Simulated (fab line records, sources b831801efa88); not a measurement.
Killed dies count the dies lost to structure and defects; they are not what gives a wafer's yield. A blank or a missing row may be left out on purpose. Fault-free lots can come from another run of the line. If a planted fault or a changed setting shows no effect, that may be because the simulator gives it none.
Comparing a struck lot with a sound one    flow sky130    30 steps out of a route of 708
Sound: wafers L540.1, L540.3, L540.4. Struck: wafers L551.1, L551.2, L551.3. The cause is given at the end.
Per side, at each step with rows, come the tool, then ch with its chambers, and then its first start. Under that, the readings that differ: sound wafers    struck wafers    difference of the means    sigmas: that difference in standard deviations of wafers without a fault.
alike: a reading whose means differ by less than 2 such deviations, as well as words and numbers matching on both sides. not compared: withheld readings; readings where some wafer has no value; bounds like >300 that might hide an equal value; numbers whose values overlap and for which the record gives no deviation.
The two part at a step that has a row with sigmas, a row that says differs or no value, or rows on one side only. When numbers do not overlap yet have no deviation, they are printed without sigmas and do not part them. A reading that every wafer of one side lacks parts them only if that side has two wafers or more.

first, 5 steps without rows for these wafers: SKY_SONOS_ONO_COAT_08 (resist thk 1140 nm); SKY_SONOS_ONO_SOFTBAKE_09 (time 60 s); SKY_SONOS_ONO_EXPOSE_10 (exposes mask ONOM, target cd 410 nm); SKY_SONOS_ONO_PEB_11; SKY_SONOS_ONO_DEVELOP_12 (develop time 60 s).
SKY_SONOS_ONO_CD_MEAS_13 targets a cd of 410 nm.
  struck on cdSem-01, day 17 18:17; sound on cdSem-01, day 13 19:18
  alike: cdNm
SKY_SONOS_ONO_OVL_MEAS_14:
  struck on overlay-02, day 17 18:25; sound on overlay-02, day 13 19:25
reading             sound        struck          difference  sigmas
SONOS_ONO_OVL (nm)  1.6 1.2 0.1  -1.3 -1.1 -2.4  -2.6        -2
SKY_SONOS_ONO_ETCH_15: etches the open film in CHF3/O2, target depth 19.52 nm, time 7.8 s.
  sound on rieDiel-01 ch 0,1,3, day 13 19:27; struck on rieDiel-02 ch 0,1,3, day 17 18:26
  alike: drypumpMotorCurrentA, oesProductAu, throttleValvePct
  not compared: rfHoursCounterH
then, 1 step without rows for these wafers: SKY_SONOS_ONO_WET_ETCH_16 (etches SiO2 in dHF, target depth 14 nm, time 280 s).
SKY_SONOS_ONO_STRIP_17: strips in O2/N2.
  sound on plasmaAsher-04 ch 0,1, day 13 19:34; struck on plasmaAsher-02 ch 0,1, day 17 18:34
  alike: drypumpMotorCurrentA, n2FlowSccm, oesProductAu, stripTimeToEndpointS
  not compared: rfHoursCounterH
then, 2 steps without rows for these wafers: SKY_SONOS_ONO_WET_ETCH_18 (etches Si3N4 in H3PO4, target depth 15 nm, time 172 s); SKY_GATE_OXIDE_CLEAN_00 (cleans in SC1/SC2, time 150 s).
SKY_GATE_OXIDE_OXIDATION_01: stabilise 600 s, purge 300 s, target thk 10.268 nm.
  sound on furnace-02 ch 0, day 13 19:51; struck on furnace-01 ch 0, day 17 19:11
reading                                           sound                 struck                difference  sigmas
spikeTcBottomC (C)                                923.6 922.4 923.1     912.1 910.8 911.3     -11.6       -5
spikeTcCentreC (C)                                900.9 901.5 901.3     893.1 894.9 895.4     -6.8        -6
spikeTcLowerC (C)                                 899.8 899.3 900.3     894.8 891.9 892.3     -6.8        -7
spikeTcTopC (C)                                   908.0 910.0 907.5     902.1 902.4 902.8     -6.1        -6
spikeTcUpperC (C)                                 898.6 900.4 897.0     895.4 894.4 894.1     -4.0        -2
tubeCenterTempC (C)                               900.09 900.23 899.91  893.28 893.28 893.27  -6.80       -86
tube_center_temp_C_max                            902.3 902.6 902.2     896.0 895.2 895.1     -6.9        -18
model.SiO2_of_GATE_OXIDE_OXIDATION_01.thkNm (nm)  10.07 10.3 10.07      9.292 9.422 9.27      -0.819      
SKY_GATE_OXIDE_THK_MEAS_02:
  struck on filmMetro-03, day 17 20:35; sound on filmMetro-04, day 13 21:16
reading                           sound              struck          difference  sigmas
GATE_OXIDE_OXIDATION_00_THK (nm)  10.08 10.31 10.03  9.32 9.38 9.21  -0.84       -4
then, 7 steps without rows for these wafers: SKY_GATE_OXIDE_DEHYDRATE_03 (time 60 s); SKY_GATE_OXIDE_HMDS_04 (prime time 60 s); SKY_GATE_OXIDE_COAT_05 (resist thk 1140 nm); SKY_GATE_OXIDE_SOFTBAKE_06 (time 60 s); SKY_GATE_OXIDE_EXPOSE_07 (exposes mask LVOM, target cd 600 nm); SKY_GATE_OXIDE_PEB_08; SKY_GATE_OXIDE_DEVELOP_09 (develop time 60 s).
SKY_GATE_OXIDE_OVL_MEAS_10:
  struck on overlay-01, day 19 02:26; sound on overlay-02, day 14 22:50
  alike: GATE_OXIDE_OVL
then, 2 steps without rows for these wafers: SKY_GATE_OXIDE_IMPLANT_11; SKY_GATE_OXIDE_WET_ETCH_12 (etches SiO2 in dHF, target depth 16.8 nm, time 336 s).
SKY_GATE_OXIDE_STRIP_13: strips in O2/N2.
  sound on plasmaAsher-03 ch 0,1, day 14 23:08; struck on plasmaAsher-04 ch 0,1, day 19 02:43
reading                   sound        struck       difference  sigmas
drypumpMotorCurrentA (A)  6.4 6.4 6.1  5.0 5.4 5.4  -1.0        -2
  alike: n2FlowSccm, oesProductAu, stripTimeToEndpointS
  not compared: rfHoursCounterH
SKY_GATE_OXIDE_TW_MEAS_14:
  struck on filmMetro-02, day 19 02:49; sound on filmMetro-04, day 14 23:14
reading        sound              struck             difference  sigmas
GATE_OXIDE_TW  226.0 225.9 225.6  220.8 220.4 220.6  -5.2        -2
then, 1 step without rows for these wafers: SKY_GATE_OXIDE_CLEAN_15 (cleans in SC1/SC2, time 150 s).
SKY_GATE_OXIDE_OXIDATION_16: stabilise 600 s, purge 300 s, target thk 3.57 nm.
  sound on furnace-02 ch 0, day 15 00:45; struck on furnace-02 ch 0, day 19 06:34
reading                                           sound              struck             difference  sigmas
model.SiO2_of_GATE_OXIDE_OXIDATION_01.thkNm (nm)  11.42 11.63 11.44  10.67 10.79 10.64  -0.80       
  alike: spikeTcBottomC, spikeTcCentreC, spikeTcLowerC, spikeTcTopC, spikeTcUpperC, tubeCenterTempC, tube_center_temp_C_max
then, 1 step without rows for these wafers: SKY_POLY_GATE_CVD_00 (deposits poly-Si, target thk 180 nm, time 720 s).
-- here the record skips 30 days between the struck wafers' starts before and after, leaving off in module POLY_GATE and picking up in module PAD_OPEN (first step shown: number 708 of the route) --
SKY_PAD_OPEN_PROBE_99:
  record: rows for the struck wafers here (prober-02, day 49 13:33), none for the sound ones

WHERE THEY PART
Earliest at SKY_SONOS_ONO_OVL_MEAS_14; latest, in this record, at SKY_PAD_OPEN_PROBE_99.

WHY: whatever the simulator had introduced
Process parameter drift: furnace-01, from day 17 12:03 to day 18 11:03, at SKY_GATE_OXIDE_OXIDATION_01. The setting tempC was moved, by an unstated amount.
